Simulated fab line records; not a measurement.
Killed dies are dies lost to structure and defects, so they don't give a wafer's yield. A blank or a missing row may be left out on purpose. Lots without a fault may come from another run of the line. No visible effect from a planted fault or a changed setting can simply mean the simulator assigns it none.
A lot that was struck, set against a sound lot    flow sky130    15 steps out of a route of 708
Sound: these wafers, L345.1, L345.2, L345.4. Struck: wafers L338.2, L338.5, L338.6. The cause is named last.
Each step with rows lists, per side, the tool, then ch with its chambers, then its first start. Under that, the readings that differ: sound wafers    struck wafers    difference of the means    sigmas: that difference in standard deviations of wafers without a fault.
alike: readings with means less than 2 such deviations apart, plus words and numbers identical on both sides. not compared: withheld readings, readings lacking a value on some wafer, bounds such as >300 that could conceal the same value, and numbers that have no deviation in the record and whose values overlap.
Wherever a step has rows on one side only, a row that says differs or no value, or a row with sigmas, the two part there. Numbers that don't overlap but have no deviation are shown without sigmas and don't part them. Lack of a reading on every wafer of one side parts them only where that side has two or more wafers.

first, 3 steps without rows for these wafers: SKY_VIA2_CLEAN_19 (cleans in O3/DIW); SKY_VIA2_SPUTTER_20 (material TiN, target thk 20 nm, time 80 s); SKY_VIA2_CVD_21 (deposits W, target thk 420 nm, time 126.4 s).
SKY_VIA2_RS_MEAS_22: the measuring method here is four-point-probe.
  sound on film-metro-01, day 41 20:04; struck on film-metro-03, day 39 13:41
  alike: VIA2_W_RS
SKY_VIA2_THK_MEAS_23: measures by xrf.
  sound on film-metro-01, day 41 20:11; struck on film-metro-03, day 39 13:47
  alike: VIA2_W_THK
then, 1 step without rows for these wafers: SKY_VIA2_CMP_24 (polishes, stops on SiO2, t overpolish 20 s, target thk 0 nm).
SKY_METAL3_SPUTTER_00: material Ti, target thk 15 nm, time 10 s.
  sound on pvd-sputter-01, day 41 20:33; struck on pvd-sputter-02, day 39 14:08
  alike: throttle-valve-pct
SKY_METAL3_SPUTTER_01: material TiN, target thk 20 nm, time 16.7 s.
  sound on pvd-sputter-01, day 41 20:34; struck on pvd-sputter-02, day 39 14:10
  alike: throttle-valve-pct
SKY_METAL3_SPUTTER_02: material AlCu, target thk 735 nm, time 39.1 s.
  sound on pvd-sputter-01, day 41 20:36; struck on pvd-sputter-02, day 39 14:11
  alike: throttle-valve-pct
then, 1 step without rows for these wafers: SKY_METAL3_SPUTTER_03 (material Ti, target thk 5 nm, time 3.3 s).
SKY_METAL3_SPUTTER_04: material TiN, target thk 70 nm, time 58.3 s.
  sound on pvd-sputter-01, day 41 20:39; struck on pvd-sputter-02, day 39 14:14
  alike: throttle-valve-pct
then, 1 step without rows for these wafers: SKY_CAPM_CVD_00 (deposits SiO2, target thk 15.5 nm).
SKY_CAPM_THK_MEAS_01:
  sound on film-metro-01, day 41 20:43; struck on film-metro-03, day 39 14:19
reading               sound              struck             difference  sigmas
CAPM_CVD_00_THK (nm)  15.37 15.30 15.53  16.74 16.95 17.19  +1.56       +7
SKY_CAPM_SPUTTER_02: material TiN, target thk 200 nm, time 166.7 s.
  sound on pvd-sputter-04, day 41 20:47; struck on pvd-sputter-03, day 39 14:22
  alike: susceptor-temp-C, throttle-valve-pct
-- the record jumps here: 9 days lie between the struck wafers' starts before and after (it left off in module CAPM and takes up again in module PAD_OPEN, whose first step shown is number 708 of the route) --
SKY_PAD_OPEN_PROBE_99:
  sound on prober-02, day 50 07:10; struck on prober-01, day 48 15:13
  alike: defect-limited-yield, killed_at_M0_to_M3, killed_at_M4_up, killed-at-contacts, killed-at-front-end, killed-at-other, killed-dies, killed-open, killed-short, sort_bin_3_pad_short, sort_bin_5_function, sort_bin_6_memory, sort-n-pass, sort-yield-pct

== WHERE THEY PART ==
At SKY_CAPM_THK_MEAS_01 and nowhere else, as far as this record goes. Later steps at which nothing parts them and some readings are alike: SKY_CAPM_SPUTTER_02, SKY_PAD_OPEN_PROBE_99.

WHY: what the simulator had put in
Metrology matching offset: film-metro-03, from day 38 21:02 on, at SKY_CAPM_THK_MEAS_01. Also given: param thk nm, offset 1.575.
